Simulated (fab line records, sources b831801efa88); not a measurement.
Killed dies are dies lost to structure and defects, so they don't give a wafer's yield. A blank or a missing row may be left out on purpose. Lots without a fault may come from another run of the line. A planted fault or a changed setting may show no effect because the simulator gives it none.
Chamber matching | flow sky130 | SKY_VIA1_CMP_24 on cmp-02: 4 sister chambers
The step polishes, stops on SiO2, t overpolish 15 s, target thk 0 nm. 4 wafers are shown with their chamber, then 12 later ones without.

WAFERS WITH THEIR CHAMBER
wafer  | chamber | motor_current_A (A)
L082.4 | 3       | 8.9
L083.4 | 2       | 13.3
L089.4 | 1       | 10.1
L089.5 | 0       | 10.4

WAFERS WITHOUT THEIR CHAMBER
wafer  | motor_current_A (A)
L093.1 | 13.8
L093.2 | 9.9
L093.6 | 13.5
L095.1 | 10.0
L095.2 | 13.6
L095.5 | 10.0
L090.1 | 10.2
L090.5 | 9.9
L090.6 | 10.4
L097.1 | 9.1
L097.2 | 13.9
L097.6 | 9.9

WHICH CHAMBER EACH WENT THROUGH
wafer  | from the rows above     | in truth
L093.1 | 2                       | 2
L093.2 | can't be placed: 1 or 0 | 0
L093.6 | 2                       | 2
L095.1 | can't be placed: 1 or 0 | 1
L095.2 | 2                       | 2
L095.5 | can't be placed: 1 or 0 | 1
L090.1 | can't be placed: 1 or 0 | 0
L090.5 | can't be placed: 1 or 0 | 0
L090.6 | can't be placed: 0 or 1 | 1
L097.1 | 3                       | 3
L097.2 | 2                       | 2
L097.6 | can't be placed: 1 or 0 | 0
Placed correctly: 5 of 12. Can't be placed from these rows: 7 (the true chamber is among the candidates in 7). Placed wrongly: 0.
How it was worked out, from the rows above alone: a wafer's distance from a chamber is the root of the sum, over the readings, of the square of ((its reading less the chamber's mean) divided by the reading's scatter). The wafer belongs to the nearest chamber; if the next one is less than 2 further off, it can't be placed. A chamber's mean is the mean of its shown wafers. The scatter: with one shown wafer a chamber, the root of the mean of the squares of how far each hidden wafer lies from its nearest shown one.
